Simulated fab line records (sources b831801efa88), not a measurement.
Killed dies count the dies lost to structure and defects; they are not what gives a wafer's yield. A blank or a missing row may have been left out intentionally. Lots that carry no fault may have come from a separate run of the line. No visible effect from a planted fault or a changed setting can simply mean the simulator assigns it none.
Chamber matching ; flow sky130 ; 4 sister chambers for SKY_POLY_GATE_ETCH_15 on rie_diel-03
The step etches BARC in N2/H2, stops on SiO2, time 118.5 s, target depth 110 nm. 7 wafers are shown with their chamber, then 8 later ones without.

EACH WAFER AND ITS CHAMBER
wafer;chamber;drypump_motor_current_A (A);oes_product_au (a.u.)
L560.6;2;5.93;0.723
L566.1;2;5.90;0.719
L566.6;1;6.25;0.721
L567.2;0;5.67;0.712
L567.3;3;5.89;0.721
L567.6;1;6.25;0.723
L568.1;3;5.94;0.712

WAFERS WITH NO CHAMBER GIVEN
wafer;drypump_motor_current_A (A);oes_product_au (a.u.)
L568.4;6.28;0.715
L568.6;5.89;0.720
L569.2;5.93;0.711
L569.4;5.67;0.719
L569.5;5.91;0.714
L573.1;5.95;0.721
L573.4;6.25;0.710
L573.6;5.70;0.711

WHICH CHAMBER EACH ONE RAN IN
wafer;from the rows above;in truth
L568.4;1;1
L568.6;can't be placed: 2 or 3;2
L569.2;can't be placed: 3 or 2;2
L569.4;0;0
L569.5;can't be placed: 3 or 2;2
L573.1;can't be placed: 2 or 3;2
L573.4;1;1
L573.6;0;0
Placed correctly: 4 of 8. Can't be placed from these rows: 4 (the true chamber is among the candidates in 4). 0 placed wrongly.
How it was worked out, from the rows above alone: a wafer's distance from a chamber is the root of the sum, over the readings, of the square of ((its reading less the chamber's mean) divided by the reading's scatter). The wafer belongs to the nearest chamber; if the next one is less than 2 further off, it can't be placed. A chamber's mean is the mean of its shown wafers. How the scatter is found: for the shown wafers, subtract from each reading the mean of its chamber, square and add these, divide the total by (wafers less chambers), then take the root.
